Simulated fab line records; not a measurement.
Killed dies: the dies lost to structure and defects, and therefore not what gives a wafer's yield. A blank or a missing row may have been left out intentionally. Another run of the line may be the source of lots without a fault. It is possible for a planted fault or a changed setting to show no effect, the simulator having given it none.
A lot that was struck, set against a sound lot -- flow gf180mcu -- 23 steps out of a route of 602
Sound: the wafers L347.3, L347.4, L347.6. Struck: wafer L361.3; the same lot's L361.6 was not struck, so it is left out; see the end for the cause.
Per side, at each step with rows, come the tool, then ch with its chambers, and then its first start. Under that, the readings that differ: sound wafers -- struck wafers -- difference of the means -- sigmas: that difference in standard deviations of wafers without a fault.
alike: same words and numbers on both sides, and readings whose means sit less than 2 such deviations apart. not compared: any withheld reading, any reading some wafer has no value for, any bound like >300 that may hide the same value, and any number with overlapping values for which the record gives no deviation.
Wherever a step has rows on one side only, a row that says differs or no value, or a row with sigmas, the two part there. Non-overlapping numbers with no deviation appear without sigmas and do not part them. A reading missing from all wafers of one side parts the sides only when that side holds two or more wafers.

GF_V5_RS_MEAS_24: measurement is done with a four-point probe.
  sound: film_metro-02 at day 27 23:54; struck: film_metro-01 at day 32 02:26
  alike: V5_W_RS
GF_V5_THK_MEAS_25: measures by xrf.
  sound: film_metro-02 at day 28 00:00; struck: film_metro-01 at day 32 02:32
  alike: V5_W_THK
GF_V5_CMP_26: polishes, stops on SiO2, t overpolish 15 s, target thk 0 nm.
  sound on cmp-02 ch 0,3, day 28 00:02; struck on cmp-02 ch 3, day 32 02:34
  alike: motor_current_A, overpolish_run_s, time_to_endpoint_s
GF_TOP_METAL_SPUTTER_00: material Ti, target thk 37.5 nm, time 150 s.
  sound: pvd_sputter-04 at day 28 00:20; struck: pvd_sputter-01 at day 32 02:52
  alike: throttle_valve_pct
GF_TOP_METAL_SPUTTER_01: material TiN, target thk 30 nm, time 25 s.
  sound: pvd_sputter-04 at day 28 00:26; struck: pvd_sputter-01 at day 32 02:58
  alike: throttle_valve_pct
then, 1 step without rows for these wafers: GF_TOP_METAL_SPUTTER_02 (material AlCu, target thk 900 nm, time 47.82 s).
GF_TOP_METAL_SPUTTER_03: material Ti, target thk 5 nm, time 3.3 s.
  sound: pvd_sputter-04 at day 28 00:31; struck: pvd_sputter-01 at day 32 03:03
  alike: throttle_valve_pct
GF_TOP_METAL_SPUTTER_04: material TiN, target thk 25 nm, time 20.8 s.
  sound: pvd_sputter-04 at day 28 00:32; struck: pvd_sputter-01 at day 32 03:04
  alike: throttle_valve_pct
GF_TOP_METAL_RS_MEAS_05: measurement is done with a four-point probe.
  sound: film_metro-03 at day 28 00:36; struck: film_metro-01 at day 32 03:08
  alike: TOP_METAL_ALCU_RS
GF_TOP_METAL_THK_MEAS_06: measures by xrf.
  sound: film_metro-03 at day 28 00:42; struck: film_metro-01 at day 32 03:14
  alike: TOP_METAL_ALCU_THK
then, 2 steps without rows for these wafers: GF_TOP_METAL_DEHYDRATE_07 (time 60 s); GF_TOP_METAL_HMDS_08 (prime time 60 s).
GF_TOP_METAL_COAT_09: resist thk 1500 nm.
  sound on litho_track-04 ch 0, day 28 10:32; struck on litho_track-04 ch 0, day 32 11:44
reading,sound,struck,difference,sigmas
model.NOVOLAK_of_TOP_METAL_COAT_09.thk_nm (nm),1508 1504 1507,1459,-47,
then, 4 steps without rows for these wafers: GF_TOP_METAL_SOFTBAKE_10 (time 60 s); GF_TOP_METAL_EXPOSE_11 (exposes mask MetalTop, target cd 440 nm); GF_TOP_METAL_PEB_12; GF_TOP_METAL_DEVELOP_13 (develop time 60 s).
GF_TOP_METAL_CD_MEAS_14: target cd 440 nm.
  sound: cd_sem-02 at day 28 20:02; struck: cd_sem-02 at day 32 19:16
  alike: cd_nm
GF_TOP_METAL_OVL_MEAS_15:
  sound: overlay-01 at day 28 20:07; struck: overlay-02 at day 32 19:22
  alike: TOP_METAL_OVL
GF_TOP_METAL_METAL_ETCH_16: etches the open film in Cl2/BCl3, stops on SiO2, target depth 1197 nm, time 199.5 s.
  sound on rie_metal-04 ch 0,1, day 28 20:12; struck on rie_metal-02 ch 1, day 32 19:27
reading,sound,struck,difference,sigmas
model.NOVOLAK_of_TOP_METAL_COAT_09.thk_nm (nm),1036 1029 1033,998.2,-34.5,
  alike: drypump_motor_current_A, he_backside_leak_sccm, oes_product_au, throttle_valve_pct
  not compared: rf_hours_counter_h
GF_TOP_METAL_STRIP_17: strips in O2/N2.
  sound on plasma_asher-02 ch 0,1, day 28 20:22; struck on plasma_asher-04 ch 0, day 32 19:37
reading,sound,struck,difference,sigmas
oes_product_au (a.u.),0.710 0.714 0.704,0.720,+0.011,+2
strip_time_to_endpoint_s (s),13.09 13.00 13.04,12.69,-0.35,-4
  alike: drypump_motor_current_A, heater_power_w
  not compared: rf_hours_counter_h
then, 1 step without rows for these wafers: GF_TOP_METAL_STRIP_18 (strips in post etch residue remover, time 1200 s).
GF_PASSIVATION_PROBE_99:
  sound wafers here have rows in the record (prober-02, day 29 18:26); struck ones have none

## WHERE THEY PART
At GF_TOP_METAL_STRIP_17 first; at GF_PASSIVATION_PROBE_99 last (within this record only).

WHY: what the simulator had put in
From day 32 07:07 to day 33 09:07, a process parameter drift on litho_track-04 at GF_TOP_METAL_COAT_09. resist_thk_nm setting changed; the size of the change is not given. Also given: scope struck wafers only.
